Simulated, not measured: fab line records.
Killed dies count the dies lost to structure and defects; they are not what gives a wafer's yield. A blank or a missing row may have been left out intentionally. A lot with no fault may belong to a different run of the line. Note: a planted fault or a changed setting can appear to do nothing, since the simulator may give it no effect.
Which tool did it? -- flow sky130 -- 36 wafers from 12 lots sampled at 4 of the route's 708 steps

## WHAT THE GAUGES READ, wafer by wafer
SKY_METAL3_CD_MEAS_13 targets a cd of 300 nm.
lot,measured,on,cdNm (nm)
L074,day 38 19:15,cdSem-02,299.1 300.2 301.5
L077,day 39 12:38,cdSem-02,300.8 301.2 297.9
L079,day 40 17:38,cdSem-01,299.6 299.6 300.7
L080,day 40 18:42,cdSem-01,300.0 299.4 299.1
L083,day 41 08:02,cdSem-02,299.3 298.8 299.0
L085,day 41 22:15,cdSem-02,299.8 299.1 300.0
L087,day 42 16:29,cdSem-02,299.6 299.7 298.6
L089,day 43 00:52,cdSem-01,301.1 302.0 302.8
L091,day 43 07:27,cdSem-02,300.1 301.6 300.8
L094,day 44 09:32,cdSem-02,300.5 300.4 300.8
L095,day 44 12:51,cdSem-02,301.7 299.3 300.9
L097,day 45 00:00,cdSem-02,302.4 301.2 300.6

## TOOL THAT RAN EACH LOT (tool first, then ch and the chambers of the sampled wafers, then the start)
lot,SKY_METAL2_SPUTTER_00,SKY_VIA2_STRIP_16,SKY_VIA2_CMP_24
L074,"pvdSputter-04, day 34 07:09","plasmaAsher-03 ch 0,1, day 36 13:47","cmp-02 ch 0,1,3, day 36 14:48"
L077,"pvdSputter-04, day 35 00:59","plasmaAsher-03 ch 0,1, day 37 07:17","cmp-02 ch 0,1,3, day 37 08:21"
L079,"pvdSputter-04, day 36 08:22","plasmaAsher-02 ch 0,1, day 38 14:18","cmp-02 ch 0,1,3, day 38 15:17"
L080,"pvdSputter-02, day 36 10:32","plasmaAsher-03 ch 0,1, day 38 15:36","cmp-02 ch 0,1, day 38 16:37"
L083,"pvdSputter-04, day 37 00:40","plasmaAsher-02 ch 0,1, day 39 05:16","cmp-02 ch 0,1,2, day 39 06:45"
L085,"pvdSputter-01, day 37 15:15","plasmaAsher-02 ch 0,1, day 39 19:47","cmp-01 ch 0,1,3, day 39 20:51"
L087,"pvdSputter-04, day 38 10:28","plasmaAsher-02 ch 0,1, day 40 14:12","cmp-01 ch 0,1, day 40 15:18"
L089,"pvdSputter-04, day 38 19:34","plasmaAsher-01 ch 0,1, day 40 22:31","cmp-01 ch 2,3, day 40 23:29"
L091,"pvdSputter-04, day 39 05:13","plasmaAsher-01 ch 0,1, day 41 07:18","cmp-01 ch 0,1,2, day 41 08:19"
L094,"pvdSputter-02, day 40 08:38","plasmaAsher-03 ch 0,1, day 42 10:30","cmp-01 ch 0,2,3, day 42 11:41"
L095,"pvdSputter-01, day 40 12:23","plasmaAsher-01 ch 0,1, day 42 13:55","cmp-02 ch 0,1,2, day 42 15:04"
L097,"pvdSputter-01, day 41 00:28","plasmaAsher-03 ch 0,1, day 43 01:41","cmp-01 ch 0,3, day 43 02:41"
- SKY_METAL2_SPUTTER_00: material Ti, target thk 15 nm, time 10 s.
- SKY_VIA2_STRIP_16: strips in O2/N2.
- SKY_VIA2_CMP_24: polishes, stops on SiO2, t overpolish 20 s, target thk 0 nm.

## THE ANSWER, worked out from the rows above alone
Rule: the lots themselves supply what counts as usual. The widest of any qualifying gaps counts: lots, ordered by their means at a reading, are off when they make up no more than a third of the lots, leave a main group of 4 or more, and stand apart from it by 3 or more times the standard deviation of that group's means. A main group is skipped when, at the precision printed for the reading in the tables above, its means are all equal. A lot without any number at a reading at which 4 lots or more have one is off too. All remaining lots with rows at the step are treated as sound.
None of the lots is off at any reading shown; this tells nothing.

## WHAT THE SIMULATOR HAD PUT IN
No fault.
